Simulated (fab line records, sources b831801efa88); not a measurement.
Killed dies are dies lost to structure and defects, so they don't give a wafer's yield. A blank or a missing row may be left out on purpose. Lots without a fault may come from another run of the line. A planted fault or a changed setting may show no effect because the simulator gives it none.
Problem report in the 8D (eight disciplines) form, filled by code | flow sky130 | the parts of the form that need people (team, actions taken, sign-off) are left out

1. THE PROBLEM
cathode_dc_power_W at SKY_METAL1_SPUTTER_01 reads a mean of 6768.5 W on 1 wafer of 1 lot; wafers without a fault read 6500.2 W with a standard deviation of 1.1. That is +99 or more standard deviations from the usual mean.
The step: material TiN, target thk 20 nm, time 16.7 s.
First seen on wafer L291.6, day 36 21:02, on pvd_sputter-01. The record holds 33 wafers of 11 lots with a number at this step. Rule for "out", or "out of limits": more than 4 standard deviations from the usual mean. The other wafers with a number count as sound.

2. WHAT IT IS AND WHAT IT IS NOT
question                    | is                 | is not
which readings at this step | cathode_dc_power_W | throttle_valve_pct
which lots                  | L291               | L275, L276, L277, L280, L281, L282, L283, L284, L285, L296
which wafers of those lots  | L291.6             | L291.2, L291.3
read on which tools         | pvd_sputter-01     | pvd_sputter-02, pvd_sputter-04
when                        | from day 36 21:02  | up to then (29 sound wafers); but 3 sound wafers of L296 came after

3. SUSPECTS, AND WHAT RULES EACH OUT
Counting: a tool at a process step up to the reading stays a suspect if it ran every lot that is out. Sound lots after the first of them don't rule it out here, since some wafers of a struck lot are sound.
- rie_metal-04 at SKY_LOCAL_INTERCONNECT_ETCH_13 (etches BARC in N2/H2, stops on SiO2, time 45.9 s, target depth 60 nm): kept. It ran the lot that is out, L291 (day 35 15:59); its last sound lot up to then is L285 (day 33 20:59).
- pvd_sputter-02 at SKY_CONTACT_SPUTTER_23 (material TiN, target thk 20 nm, time 80 s): kept. It ran the lot that is out, L291 (day 36 20:22); its last sound lot up to then is L284 (day 34 19:55).
- pvd_sputter-01 at SKY_METAL1_SPUTTER_01 (material TiN, target thk 20 nm, time 16.7 s): kept. It ran the lot that is out, L291 (day 36 21:02); its last sound lot up to then is L285 (day 35 02:13). Its own readings are out on those wafers: cathode_dc_power_W.
Left after counting: rie_metal-04 at SKY_LOCAL_INTERCONNECT_ETCH_13, pvd_sputter-02 at SKY_CONTACT_SPUTTER_23, pvd_sputter-01 at SKY_METAL1_SPUTTER_01.

4. THE CAUSE (what the simulator had put in)
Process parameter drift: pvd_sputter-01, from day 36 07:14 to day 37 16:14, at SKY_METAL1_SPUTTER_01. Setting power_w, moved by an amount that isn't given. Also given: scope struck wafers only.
Counting left 3 suspects, and this tool is among them.

5. THE CHAIN OF EFFECTS, in route order
Each row: a reading whose mean over the struck wafers that have a number lies more than 3 standard deviations from the usual. Only readings for which the record gives a usual standard deviation are gone through. hours: the time from each lot's start at the first step in this table that gives one to its start at this step, as a median over the lots. sigmas: the change in usual standard deviations.
hours | step                  | reading            | usual    | on struck wafers | change | sigmas
0     | SKY_METAL1_SPUTTER_01 | cathode_dc_power_W | 6500.2 W | 6768.5           | +268.3 | +99 or more
The process steps in it:
- SKY_METAL1_SPUTTER_01: material TiN, target thk 20 nm, time 16.7 s.

6. WHAT WOULD HAVE CAUGHT IT SOONER
In this record the first reading out of limits was taken at day 36 21:02, 14 hours after the fault began at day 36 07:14.
